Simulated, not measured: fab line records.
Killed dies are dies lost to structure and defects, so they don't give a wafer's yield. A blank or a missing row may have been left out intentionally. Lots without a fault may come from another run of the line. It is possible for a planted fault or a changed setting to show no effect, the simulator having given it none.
A struck lot beside a sound one | flow gf180mcu | 14 steps out of a route of 602
Sound: the wafers L282.2, L282.3, L282.5. Struck: wafers L273.1, L273.5. (L273.3 of the same lot was not struck and is left out.) The cause comes at the end.
At each step with rows: each side's tool, then ch and its chambers, then its first start. Under that, the readings that differ: sound wafers | struck wafers | difference of the means | sigmas: that difference in standard deviations of wafers without a fault.
alike: words and numbers the same on both sides, and readings whose means are apart by under 2 such deviations; not compared: readings that were withheld, readings missing a value for some wafer, numbers with overlapping values and no deviation given by the record, and bounds like >300 which may hide the same value.
Wherever a step has rows on one side only, a row that says differs or no value, or a row with sigmas, the two part there. Non-overlapping numbers with no deviation appear without sigmas and do not part them. A reading missing from all wafers of one side parts the sides only when that side holds two or more wafers.

GF_V4_CD_MEAS_14: target cd 260 nm.
  sound on cdSem-01, day 29 06:32; struck on cdSem-01, day 26 10:28
  alike: cdNm
GF_V4_OVL_MEAS_15:
  sound on overlay-02, day 29 06:39; struck on overlay-01, day 26 10:35
  alike: V4_OVL
GF_V4_ETCH_16: etches BARC in N2/H2.
  sound on rieDiel-02 ch 0,1,2, day 29 06:41; struck on rieDiel-04 ch 2,3, day 26 10:37
  alike: drypumpMotorCurrentA, oesProductAu, throttleValvePct
GF_V4_ETCH_17: etches SiO2 in C4F8/O2/Ar, stops on TiN, target depth 630 nm.
  sound: rieDiel-02 ch 0,1,2; struck: rieDiel-04 ch 2,3
  alike: oesProductAu
GF_V4_STRIP_18: strips in O2/N2.
  sound on plasmaAsher-01 ch 0,1, day 29 06:49; struck on plasmaAsher-02 ch 0,1, day 26 10:45
  alike: drypumpMotorCurrentA, heaterPowerW, oesProductAu
  not compared: rfHoursCounterH
then, 3 steps without rows for these wafers: GF_V4_STRIP_19 (strips in post etch residue remover, time 1200 s); GF_V4_CLEAN_20 (cleans in DIW); GF_V4_SPUTTER_21 (material Ti, target thk 15 nm, time 80.02 s).
GF_V4_SPUTTER_22: material TiN, target thk 10 nm, time 40 s.
  sound on pvdSputter-01, day 29 07:49; struck on pvdSputter-03, day 26 11:22
  alike: throttleValvePct
then, 1 step without rows for these wafers: GF_V4_CVD_23 (deposits W, target thk 350 nm, time 104.9 s).
GF_V4_RS_MEAS_24: uses a four-point probe to measure.
  sound on filmMetro-04, day 29 07:59; struck on filmMetro-02, day 26 11:32
  alike: V4_W_RS
GF_V4_THK_MEAS_25: measures by xrf.
  sound on filmMetro-04, day 29 08:05; struck on filmMetro-02, day 26 11:39
  alike: V4_W_THK
GF_V4_CMP_26: polishes, stops on SiO2, t overpolish 15 s, target thk 0 nm.
  sound on cmp-01 ch 1,2, day 29 08:11; struck on cmp-01 ch 0,3, day 26 11:43
reading             | sound                | struck      | difference | sigmas
overpolishRunS (s)  | 15.005 14.999 15.003 | 0.037 0.050 | -14.959    | -99 or more
timeToEndpointS (s) | 84 84 87             | 129 129     | +44        | +14
  alike: motorCurrentA
GF_MIM_SPUTTER_00: material Ti, target thk 37.5 nm, time 150 s.
  sound wafers here have rows in the record (pvdSputter-04, day 29 08:26); struck ones have none

== WHERE THEY PART ==
Earliest at GF_V4_CMP_26; latest, in this record, at GF_MIM_SPUTTER_00.

WHY: what the simulator had put in
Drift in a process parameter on cmp-01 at GF_V4_CMP_26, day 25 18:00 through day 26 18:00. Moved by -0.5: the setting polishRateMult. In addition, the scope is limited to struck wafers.
